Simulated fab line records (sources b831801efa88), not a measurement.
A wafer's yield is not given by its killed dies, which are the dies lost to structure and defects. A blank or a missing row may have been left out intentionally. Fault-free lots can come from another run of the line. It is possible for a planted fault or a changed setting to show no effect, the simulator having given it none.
fab line records	flow gf180mcu
[record] lots = 12	wafers = 36	lastDay = 34
route steps=602 shown HV_LDD@232 PSD@261 SAB@274 M1@315
lots that met no fault: from a run of the same line without faults
startH: hours from the record's opening day to when the first of the lot's shown wafers began	waitH: hours since the lot's step before	" unchanged from the row above	L1.1+2: a row that stands for several wafers	- no value, or no start was given	* or withheld: withheld	< > ~ a bound
route shown NAME@n: NAME is a module with steps in the file, n the number in the route of the first one	usual: average and standard deviation across the fault-free wafers	same: alike in all rows	chamber/n: place in a boat	sites: the reading at each site	_std_site: the standard deviation of these	_edge_site: the outer-site mean with the inner-site mean subtracted	radiusMm: for every site, how far away it sits from the centre of the wafer	mask NAME#n: copy n	behind: the most recent tool/chamber to have shaped the wafer	hold: why the lot went on hold/how many hours it stayed there/how the hold came to an end	device: transistor that didn't switch, given as n, p or np	end of line: at the end of the route, the tests of the same wafers	step lacking rows: just its recipe	killed: dies that structure and defects cost at the first sort, which is not the same as the wafer's yield	map: a wafer's dies, marking killed ones x, the rest . and places with no die _
set.NAME: the setting the step ran with; set.NAME@STEP: the setting that earlier step ran with	model.NAME: the simulator's own value behind a step, which no gauge read
the route's steps for a sample of lots (tables are steps, rows are wafers)
services: when a tool's chamber went out of use (startH, in hours from the record's first day, below 0 if earlier), for how many hours, and the reason
[[steps]]
[step GF_HV_LDD_CVD_56]
[recipe] material = Si3N4	precursor = DCS/NH3	targetThkNm = 90	tempC = 770	timeS = 1543	pressureMtorr = 250
[usual] spikeTcLowerC = 770.9/1.3	zonePowerUpperPct = 13.5/1.4
lot.wafer	tool	chamber	startH	waitH	spikeTcLowerC	zonePowerUpperPct
L197.1	lpcvd-01	1	290.61	0.1	772.8	11.3
L197.2	"	1	"	"	770.9	11.3
L197.5	"	1	"	"	770.8	11.2
L198.1	lpcvd-01	1	299.64	0.1	771.6	11.3
L198.4	"	1	"	"	770.5	11.3
L198.6	"	1	"	"	768.9	11.4
L199.2	lpcvd-01	1	303.75	0.0	769.8	11.2
L199.5	"	1	"	"	769.4	11.3
L199.6	"	1	"	"	772.0	11.1
L200.2	lpcvd-01	1	312.25	0.0	770.4	11.4
L200.3	"	1	"	"	771.4	11.2
L200.5	"	1	"	"	771.8	11.4
L201.2	lpcvd-02	0	321.43	0.0	771.4	13.3
L201.4	"	0	"	"	770.9	13.5
L201.5	"	0	"	"	772.7	13.4
L212.2	lpcvd-02	1	416.56	0.0	770.2	15.9
L212.5	"	1	"	"	772.4	15.5
L212.6	"	1	"	"	769.7	15.6
L213.1	lpcvd-02	0	423.84	0.1	771.7	13.5
L213.2	"	0	"	"	771.0	13.5
L213.4	"	0	"	"	772.4	13.3
L214.1	lpcvd-01	0	432.95	0.1	770.9	13.7
L214.3	"	0	"	"	771.8	13.5
L214.5	"	0	"	"	771.5	13.7
L215.1	lpcvd-02	0	435.53	0.1	772.2	13.2
L215.2	"	0	"	"	770.7	13.3
L215.3	"	0	"	"	773.0	13.1
L216.1	lpcvd-01	0	453.33	0.1	770.5	13.8
L216.2	"	0	"	"	770.0	13.8
L216.6	"	0	"	"	772.5	13.6
L217.2	lpcvd-01	0	456.09	0.0	770.9	13.8
L217.4	"	0	"	"	769.3	13.7
L217.5	"	0	"	"	768.8	13.8
L218.1	lpcvd-02	0	459.38	0.1	770.6	13.3
L218.4	"	0	"	"	771.1	13.5
L218.5	"	0	"	"	771.2	13.3
[step GF_HV_LDD_THK_MEAS_57]
[recipe] reads = Si3N4_of_HV_LDD_CVD_56
[usual] HV_LDD_CVD_56_THK = 90.0/0.89
lot.wafer	tool	chamber	startH	waitH	HV_LDD_CVD_56_THK[nm]
L197.1	filmMetro-03	-	292.03	0.0	90.1
L197.2	"	-	"	"	88.7
L197.5	"	-	"	"	88.5
L198.1	filmMetro-04	-	301.07	0.0	89.5
L198.4	"	-	"	"	90.4
L198.6	"	-	"	"	90.2
L199.2	filmMetro-03	-	305.19	0.1	66.9
L199.5	"	-	"	"	66.4
L199.6	"	-	"	"	67.0
L200.2	filmMetro-04	-	313.69	0.1	66.1
L200.3	"	-	"	"	66.2
L200.5	"	-	"	"	65.9
L201.2	filmMetro-04	-	322.87	0.0	89.5
L201.4	"	-	"	"	89.9
L201.5	"	-	"	"	89.3
L212.2	filmMetro-03	-	417.99	0.0	89.5
L212.5	"	-	"	"	89.7
L212.6	"	-	"	"	88.5
L213.1	filmMetro-04	-	425.26	0.0	90.8
L213.2	"	-	"	"	90.2
L213.4	"	-	"	"	90.2
L214.1	filmMetro-03	-	434.38	0.0	89.5
L214.3	"	-	"	"	90.0
L214.5	"	-	"	"	89.7
L215.1	filmMetro-04	-	436.96	0.0	87.9
L215.2	"	-	"	"	89.8
L215.3	"	-	"	"	89.3
L216.1	filmMetro-02	-	454.76	0.0	91.8
L216.2	"	-	"	"	91.8
L216.6	"	-	"	"	91.7
L217.2	filmMetro-03	-	457.53	0.0	90.7
L217.4	"	-	"	"	90.5
L217.5	"	-	"	"	91.0
L218.1	filmMetro-04	-	460.81	0.0	91.0
L218.4	"	-	"	"	89.7
L218.5	"	-	"	"	89.6
[step GF_HV_LDD_ETCHBACK_58]
[recipe] chemistry = CH3F/O2	target = Si3N4	stopOn = SiO2	sourceW = 400	biasW = 80	pressureMtorr = 25	ch3fFlowSccm = 40	O2_flow_sccm = 30	timeS = 100	targetDepthA = 900
[usual] drypumpMotorCurrentA = 5.7/0.4	oesProductAu = 0.843/0.0067	throttleValvePct = 10.562/0.01
lot.wafer	tool	chamber	startH	waitH	drypumpMotorCurrentA	oesProductAu	rfHoursCounterH	throttleValvePct
L197.1	rieDiel-02	3	292.09	0.1	5.5	0.833	34	10.552
L197.2	"	1	"	"	5.2	0.835	126	10.552
L197.5	"	3	"	"	5.5	0.841	-	10.564
L198.1	rieDiel-04	0	301.13	0.1	5.7	0.837	126	10.549
L198.4	"	3	"	"	5.7	0.852	12	10.573
L198.6	"	3	"	"	5.7	0.839	-	10.552
L199.2	rieDiel-01	1	305.24	0.0	6.1	0.731	7	10.547
L199.5	"	1	"	"	6.1	0.723	-	10.543
L199.6	"	2	"	"	5.6	0.727	-	10.556
L200.2	rieDiel-02	1	313.74	0.0	5.2	0.721	127	10.528
L200.3	"	0	"	"	5.3	0.719	47	10.536
L200.5	"	0	"	"	5.3	0.716	-	10.538
L201.2	rieDiel-02	3	322.92	0.0	5.6	0.844	34	10.557
L201.4	"	3	"	"	5.5	0.835	-	10.554
L201.5	"	2	"	"	6.3	0.835	-	10.567
L212.2	rieDiel-02	1	418.04	0.0	5.2	0.843	1	10.577
L212.5	"	1	"	"	5.2	0.842	-	10.571
L212.6	"	0	"	"	5.3	0.841	-	10.551
L213.1	rieDiel-04	0	425.32	0.1	5.7	0.852	2	10.553
L213.2	"	1	"	"	6.0	0.847	33	10.569
L213.4	"	2	"	"	6.3	0.847	90	10.560
L214.1	rieDiel-02	3	434.44	0.1	5.5	0.836	37	10.563
L214.3	"	1	"	"	5.2	0.849	2	10.572
L214.5	"	2	"	"	6.3	0.838	-	10.562
L215.1	rieDiel-02	3	437.02	0.1	5.6	0.830	37	10.569
L215.2	"	0	"	"	5.3	0.841	50	10.565
L215.3	"	2	"	"	6.4	0.839	3	10.570
L216.1	rieDiel-02	2	454.82	0.1	6.2	0.849	3	10.561
L216.2	"	3	"	"	5.5	0.852	38	10.564
L216.6	"	3	"	"	5.5	0.859	-	10.545
L217.2	rieDiel-01	3	457.58	0.0	6.0	0.845	6	10.546
L217.4	"	0	"	"	5.0	0.850	95	10.566
L217.5	"	0	"	"	5.0	0.850	-	10.576
L218.1	rieDiel-01	1	460.87	0.1	6.1	0.844	11	10.580
L218.4	"	0	"	"	5.0	0.836	95	10.563
L218.5	"	2	"	"	5.6	0.842	-	10.551
[step GF_PSD_RTA_13]
[recipe] tempC = 1025	timeS = 18.25	ambient = N2
[usual] annealTempCMax = 1029.0/0.93	lampPowerPct = 33/3.1	wafer_temp_C_max = 1031.6/1.3
lot.wafer	tool	chamber	startH	waitH	annealTempCMax	lampPowerPct	wafer_temp_C_max
L197.1	rtpAnneal-02	0	333.40	0.0	1028.8	30	1031.7
L197.2	"	0	"	"	1029.7	30	1031.3
L197.5	"	0	"	"	1029.0	30	1030.5
L198.1	rtpAnneal-02	0	343.36	0.0	1028.0	30	1031.6
L198.4	"	0	"	"	1027.8	30	1033.0
L198.6	"	0	"	"	1027.4	30	1030.0
L199.2	rtpAnneal-02	0	348.66	0.0	1030.1	30	1031.2
L199.5	"	0	"	"	1028.7	30	1030.6
L199.6	"	0	"	"	1028.4	30	1032.1
L200.2	rtpAnneal-02	0	357.83	0.0	1028.3	30	1033.6
L200.3	"	0	"	"	1027.8	30	1032.2
L200.5	"	0	"	"	1028.1	30	1034.0
L201.2	rtpAnneal-02	0	366.85	0.0	1028.2	30	1033.3
L201.4	"	0	"	"	1027.8	30	1034.6
L201.5	"	0	"	"	1029.6	30	1031.0
L212.2	rtpAnneal-02	0	466.93	0.0	1029.2	30	1031.5
L212.5	"	0	"	"	1028.6	30	1032.5
L212.6	"	0	"	"	1029.0	30	1030.7
L213.1	rtpAnneal-02	0	474.39	0.0	1028.2	30	1033.1
L213.2	"	0	"	"	1028.6	30	1032.8
L213.4	"	0	"	"	1028.9	30	1032.7
L214.1	rtpAnneal-01	0	483.37	0.0	1029.9	36	1030.6
L214.3	"	0	"	"	1029.5	36	1031.0
L214.5	"	0	"	"	1028.9	36	1031.0
L215.1	rtpAnneal-01	0	486.52	0.0	1031.1	36	1031.5
L215.2	"	0	"	"	1029.7	36	1030.1
L215.3	"	0	"	"	1029.6	36	1032.1
L216.1	rtpAnneal-01	0	502.77	0.0	1029.1	36	1029.4
L216.2	"	0	"	"	1028.8	36	1031.1
L216.6	"	0	"	"	1030.5	36	1033.0
L217.2	rtpAnneal-01	0	506.39	0.0	1030.6	36	1033.6
L217.4	"	0	"	"	1028.6	36	1032.9
L217.5	"	0	"	"	1029.3	36	1028.8
L218.1	rtpAnneal-01	0	509.28	0.0	1030.1	36	1030.3
L218.4	"	0	"	"	1029.6	36	1032.1
L218.5	"	0	"	"	1032.8	36	1029.8
[step GF_SAB_OVL_MEAS_10]
[usual] SAB_OVL = 0.3/1.3
lot.wafer	tool	chamber	startH	waitH	SAB_OVL[nm]
L197.1	overlay-01	-	355.86	0.1	1.1
L197.2	"	-	"	"	-0.5
L197.5	"	-	"	"	0.8
L198.1	overlay-02	-	365.79	0.1	0.5
L198.4	"	-	"	"	0.3
L198.6	"	-	"	"	-1.1
L199.2	overlay-01	-	371.17	0.1	-1.7
L199.5	"	-	"	"	1.6
L199.6	"	-	"	"	0.0
L200.2	overlay-02	-	380.13	0.1	0.3
L200.3	"	-	"	"	-0.1
L200.5	"	-	"	"	-1.3
L201.2	overlay-02	-	389.15	0.1	-1.8
L201.4	"	-	"	"	-3.3
L201.5	"	-	"	"	-1.9
L212.2	overlay-02	-	491.02	0.1	0.7
L212.5	"	-	"	"	0.5
L212.6	"	-	"	"	0.6
L213.1	overlay-02	-	498.82	0.1	0.0
L213.2	"	-	"	"	-0.3
L213.4	"	-	"	"	1.1
L214.1	overlay-01	-	507.26	0.1	-1.0
L214.3	"	-	"	"	-1.0
L214.5	"	-	"	"	1.2
L215.1	overlay-01	-	510.84	0.1	0.5
L215.2	"	-	"	"	-0.4
L215.3	"	-	"	"	-0.3
L216.1	overlay-01	-	526.37	0.1	1.3
L216.2	"	-	"	"	-0.3
L216.6	"	-	"	"	0.4
L217.2	overlay-01	-	529.17	0.1	1.9
L217.4	"	-	"	"	1.7
L217.5	"	-	"	"	3.2
L218.1	overlay-01	-	532.97	0.1	0.6
L218.4	"	-	"	"	0.3
L218.5	"	-	"	"	-0.9
[step GF_M1_SPUTTER_00]
[recipe] material = Ti	targetThkNm = 37.5	arrivingIonEnergyEv = 80	substrateTempC = 200	chamberPressurePa = 2	powerW = 4000	timeS = 150
[usual] throttleValvePct = 30.5/1
lot.wafer	tool	chamber	startH	waitH	throttleValvePct
L197.1	pvdSputter-01	-	381.02	0.2	28.4
L197.2	"	-	"	"	31.0
L197.5	"	-	"	"	28.7
L198.1	pvdSputter-03	-	390.88	0.1	30.6
L198.4	"	-	"	"	30.9
L198.6	"	-	"	"	31.4
L199.2	pvdSputter-03	-	396.66	0.1	30.6
L199.5	"	-	"	"	30.9
L199.6	"	-	"	"	30.2
L200.2	pvdSputter-04	-	406.53	0.1	31.7
L200.3	"	-	"	"	30.8
L200.5	"	-	"	"	31.1
L201.2	pvdSputter-01	-	415.34	0.1	28.5
L201.4	"	-	"	"	28.2
L201.5	"	-	"	"	28.2
L212.2	pvdSputter-04	-	518.27	0.1	30.0
L212.5	"	-	"	"	31.0
L212.6	"	-	"	"	29.8
L213.1	pvdSputter-03	-	525.21	0.1	30.4
L213.2	"	-	"	"	30.3
L213.4	"	-	"	"	31.6
L214.1	pvdSputter-01	-	533.21	0.2	28.4
L214.3	"	-	"	"	30.9
L214.5	"	-	"	"	31.1
L215.1	pvdSputter-04	-	537.01	0.2	30.8
L215.2	"	-	"	"	30.9
L215.3	"	-	"	"	31.6
L216.1	pvdSputter-04	-	551.30	0.2	30.6
L216.2	"	-	"	"	31.0
L216.6	"	-	"	"	31.4
L217.2	pvdSputter-03	-	553.65	0.2	30.3
L217.4	"	-	"	"	31.5
L217.5	"	-	"	"	31.1
L218.1	pvdSputter-04	-	558.41	0.2	31.6
L218.4	"	-	"	"	29.6
L218.5	"	-	"	"	31.0
[[services]]
tool	chamber	startH	hours	kind
rieDiel-02	2	278.53	5.6	repair
lpcvd-02	-	296.36	6.0	pm
rieDiel-04	2	307.03	4.7	repair
rieDiel-01	1	311.34	19.5	repair
rieDiel-04	2	329.58	2.4	repair
rieDiel-02	2	336.22	2.8	repair
pvdSputter-03	-	348.70	4.4	repair
pvdSputter-04	-	354.20	41.3	repair
rieDiel-01	-	365.17	0.5	repair
lpcvd-01	-	374.71	2.8	pm
pvdSputter-01	-	392.50	3.0	repair
pvdSputter-01	-	397.37	7.8	repair
rieDiel-01	1	397.65	7.4	repair
rieDiel-02	-	399.04	14.6	pm
pvdSputter-04	-	424.45	5.1	repair
pvdSputter-01	-	442.05	3.8	repair
rieDiel-04	1	445.93	3.1	repair
rieDiel-01	1	469.24	7.3	repair
pvdSputter-03	-	472.35	2.2	repair
rieDiel-01	2	487.02	8.2	repair
rtpAnneal-02	-	533.57	3.8	pm
rieDiel-02	0	535.37	1.3	repair
rieDiel-01	2	539.45	3.9	repair
lpcvd-01	-	542.43	0.8	repair
[[key]]
[firstSign] step = GF_HV_LDD_THK_MEAS_57	reading = HV_LDD_CVD_56_THK	direction = down	sigmas = 27	usual = 90.0	struck = 66.4
[effect] step = GF_HV_LDD_ETCHBACK_58	reading = oesProductAu	direction = down	sigmas = 18	usual = 0.843	struck = 0.723
metAt GF_HV_LDD_CVD_56
struckLots L199,L200
testerLeftOut L199,L200
notActingAt GF_PSD_RTA_13,GF_SAB_OVL_MEAS_10,GF_M1_SPUTTER_00
onsetBetween 299.64 303.75
[fault] kind = processParameterDrift	tool = lpcvd-01	chamber = -	onsetH = 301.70	steps = GF_HV_LDD_CVD_56	channel = timeS	offset = *	shape = step	endH = 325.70	actsIn = *	stated = *
// testerLeftOut: of these lots the tester's yield and bins aren't shown, on N5 and GAA mostly nor the transistor test; their killed dies are dies lost to structure and defects alone, not to doping, threshold or leakage, so they don't give the yield
